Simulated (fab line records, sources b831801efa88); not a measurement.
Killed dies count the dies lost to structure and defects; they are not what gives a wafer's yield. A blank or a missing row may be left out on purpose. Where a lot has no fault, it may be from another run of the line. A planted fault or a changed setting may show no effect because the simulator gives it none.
Code-filled problem report in 8D (eight disciplines) form -- flow gf180mcu -- the parts of the form that need people (team, actions taken, sign-off) are left out

## 1. WHAT WENT WRONG
timeToEndpointS at GF_STI_CMP_25 reads a mean of 247 s on 6 wafers of 3 lots; wafers without a fault read 124 s with a standard deviation of 4.9. That puts it +25 standard deviations away from the usual mean.
The step: polishes, stops on Si3N4, t overpolish 33 s, target thk 524.6 nm.
Seen first at day 3 01:05 on cmp-02, wafer L832.2. At this step, 43 wafers from 15 lots have a number in the record. By rule, "out" or "out of limits" means more than 4 standard deviations away from the usual mean. All remaining wafers that have a number are taken as sound.

## 2. WHAT IT IS, AND WHAT IT ISN'T
question,is,is not
which readings at this step,timeToEndpointS,motorCurrentA
which lots,"L832, L836, L839","L828, L829, L830, L831, L838, L841, L846, L847, L848, L849, L850, L851"
which wafers of those lots,"L832.2, L832.6, L836.2, L836.6, L839.2, L839.6",L832.1
read on which tools,cmp-02,cmp-01
when,from day 3 01:05,"up to then (13 sound wafers); but 24 sound wafers of L838, L841, L846, L847, L848, L849, L850, L851 came after"

## 3. WHAT RULES OUT EACH SUSPECT
Counting: if a tool at a process step up to the reading ran every lot that is out, it stays a suspect. Sound lots after the first of them don't rule it out here, since some wafers of a struck lot are sound.
- cmp-02 at GF_STI_CMP_25 (polishes, stops on Si3N4, t overpolish 33 s, target thk 524.6 nm): kept. Ran every lot that is out, first one L832 (day 3 01:05); last sound lot up to then L831 (day 2 20:23). On those wafers its own readings are out: timeToEndpointS.
Left after counting: cmp-02 at GF_STI_CMP_25.

## 4. THE CAUSE (what the simulator had put in)
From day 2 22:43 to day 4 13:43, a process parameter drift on cmp-02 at GF_STI_CMP_25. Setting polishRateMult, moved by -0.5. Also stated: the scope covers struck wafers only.
This tool alone remained once counting was done.

## 5. THE CHAIN OF EFFECTS, in route order
Each row: a reading where the mean over the struck wafers with a number is more than 3 standard deviations away from the usual. Only readings for which the record gives a usual standard deviation are gone through. hours: the time from each lot's start at the first step in this table that gives one to its start at this step, as a median over the lots. sigmas: the change in usual standard deviations.
hours,step,reading,usual,on struck wafers,change,sigmas
0,GF_STI_CMP_25,timeToEndpointS,124 s,247,+123,+25
It contains these process steps:
- GF_STI_CMP_25: polishes, stops on Si3N4, t overpolish 33 s, target thk 524.6 nm.
At these later measuring or inspecting steps, every struck wafer for which the step has a row has a number for every such reading, and none has moved that far: GF_MVSD_OVL_MEAS_07, GF_MVSD_TW_MEAS_11.

## 6. HOW IT WOULD HAVE BEEN CAUGHT EARLIER
First out-of-limits reading in this record: day 3 01:05, which is 2 hours after fault onset at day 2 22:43.
